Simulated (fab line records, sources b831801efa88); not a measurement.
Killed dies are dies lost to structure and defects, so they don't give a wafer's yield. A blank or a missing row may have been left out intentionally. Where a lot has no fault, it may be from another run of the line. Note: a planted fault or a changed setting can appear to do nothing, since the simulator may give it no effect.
Matching of chambers || flow gf180mcu || GF_STI_ETCH_14 on rie_si-02 has 4 sister chambers
The step etches Si in HBr/Cl2/O2, target depth 360 nm, time 102.9 s. 16 wafers are shown with their chamber, then 8 later ones without.

== WAFERS, EACH WITH ITS CHAMBER ==
{"wafer": "L746.1", "chamber": 1, "drypump_motor_current_A (A)": 5.1, "oes_product_au (a.u.)": 1.010, "throttle_valve_pct (%)": 25.649}
{"wafer": "L746.5", "chamber": 0, "drypump_motor_current_A (A)": 5.6, "oes_product_au (a.u.)": 0.989, "throttle_valve_pct (%)": 25.667}
{"wafer": "L746.6", "chamber": 1, "drypump_motor_current_A (A)": 5.1, "oes_product_au (a.u.)": 1.020, "throttle_valve_pct (%)": 25.656}
{"wafer": "L747.1", "chamber": 2, "drypump_motor_current_A (A)": 5.7, "oes_product_au (a.u.)": 0.989, "throttle_valve_pct (%)": 25.649}
{"wafer": "L747.3", "chamber": 3, "drypump_motor_current_A (A)": 4.9, "oes_product_au (a.u.)": 0.983, "throttle_valve_pct (%)": 25.668}
{"wafer": "L747.4", "chamber": 0, "drypump_motor_current_A (A)": 5.6, "oes_product_au (a.u.)": 0.981, "throttle_valve_pct (%)": 25.647}
{"wafer": "L752.1", "chamber": 2, "drypump_motor_current_A (A)": 5.7, "oes_product_au (a.u.)": 1.001, "throttle_valve_pct (%)": 25.680}
{"wafer": "L752.2", "chamber": 3, "drypump_motor_current_A (A)": 4.9, "oes_product_au (a.u.)": 0.988, "throttle_valve_pct (%)": 25.642}
{"wafer": "L752.6", "chamber": 3, "drypump_motor_current_A (A)": 4.9, "oes_product_au (a.u.)": 1.002, "throttle_valve_pct (%)": 25.661}
{"wafer": "L759.1", "chamber": 0, "drypump_motor_current_A (A)": 5.7, "oes_product_au (a.u.)": 0.974, "throttle_valve_pct (%)": 25.656}
{"wafer": "L759.3", "chamber": 2, "drypump_motor_current_A (A)": 5.7, "oes_product_au (a.u.)": 0.996, "throttle_valve_pct (%)": 25.666}
{"wafer": "L759.5", "chamber": 3, "drypump_motor_current_A (A)": 4.9, "oes_product_au (a.u.)": 1.011, "throttle_valve_pct (%)": 25.648}
{"wafer": "L761.2", "chamber": 2, "drypump_motor_current_A (A)": 5.7, "oes_product_au (a.u.)": 0.998, "throttle_valve_pct (%)": 25.657}
{"wafer": "L761.3", "chamber": 1, "drypump_motor_current_A (A)": 5.1, "oes_product_au (a.u.)": 0.991, "throttle_valve_pct (%)": 25.657}
{"wafer": "L761.4", "chamber": 0, "drypump_motor_current_A (A)": 5.7, "oes_product_au (a.u.)": 0.985, "throttle_valve_pct (%)": 25.678}
{"wafer": "L766.1", "chamber": 3, "drypump_motor_current_A (A)": 4.9, "oes_product_au (a.u.)": 1.017, "throttle_valve_pct (%)": 25.641}

SIGNATURES (means of the wafers above)
{"reading": "drypump_motor_current_A", "chamber 0": 5.650, "chamber 1": 5.100, "chamber 2": 5.700, "chamber 3": 4.900, "scatter within a chamber": 0.0289}
{"reading": "oes_product_au", "chamber 0": 0.98225, "chamber 1": 1.00700, "chamber 2": 0.99600, "chamber 3": 1.00020, "scatter within a chamber": 0.0111}
{"reading": "throttle_valve_pct", "chamber 0": 25.66200, "chamber 1": 25.65400, "chamber 2": 25.66300, "chamber 3": 25.65200, "scatter within a chamber": 0.0118}
Rule: distance of a wafer from a chamber = root of the sum over the readings of ((wafer's reading minus chamber's mean) / reading's scatter) squared. If the next closest chamber is less than 2 further off than the closest, the wafer can't be placed; otherwise it belongs to the closest. How the scatter is found: for the shown wafers, subtract from each reading the mean of its chamber, square and add these, divide the total by (wafers less chambers), then take the root.

== WAFERS WITH NO CHAMBER GIVEN ==
{"wafer": "L766.2", "drypump_motor_current_A (A)": 5.7, "oes_product_au (a.u.)": 0.974, "throttle_valve_pct (%)": 25.662}
{"wafer": "L766.3", "drypump_motor_current_A (A)": 5.1, "oes_product_au (a.u.)": 1.001, "throttle_valve_pct (%)": 25.647}
{"wafer": "L767.1", "drypump_motor_current_A (A)": 4.9, "oes_product_au (a.u.)": 1.011, "throttle_valve_pct (%)": 25.645}
{"wafer": "L767.3", "drypump_motor_current_A (A)": 5.1, "oes_product_au (a.u.)": 1.008, "throttle_valve_pct (%)": 25.643}
{"wafer": "L767.5", "drypump_motor_current_A (A)": 5.6, "oes_product_au (a.u.)": 0.989, "throttle_valve_pct (%)": 25.656}
{"wafer": "L768.4", "drypump_motor_current_A (A)": 5.6, "oes_product_au (a.u.)": 0.976, "throttle_valve_pct (%)": 25.673}
{"wafer": "L768.5", "drypump_motor_current_A (A)": 4.9, "oes_product_au (a.u.)": 1.005, "throttle_valve_pct (%)": 25.649}
{"wafer": "L768.6", "drypump_motor_current_A (A)": 5.1, "oes_product_au (a.u.)": 1.012, "throttle_valve_pct (%)": 25.651}

== CHAMBER TAKEN BY EACH ==
{"wafer": "L766.2", "from the rows above": "can't be placed: 0 or 2", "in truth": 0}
{"wafer": "L766.3", "from the rows above": 1, "in truth": 1}
{"wafer": "L767.1", "from the rows above": 3, "in truth": 3}
{"wafer": "L767.3", "from the rows above": 1, "in truth": 1}
{"wafer": "L767.5", "from the rows above": "can't be placed: 0 or 2", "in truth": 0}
{"wafer": "L768.4", "from the rows above": "can't be placed: 0 or 2", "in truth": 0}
{"wafer": "L768.5", "from the rows above": 3, "in truth": 3}
{"wafer": "L768.6", "from the rows above": 1, "in truth": 1}
Correctly placed: 5 of 8. Cannot be placed on the basis of these rows: 3; the candidates contain the true chamber in 3. Wrongly placed: 0.
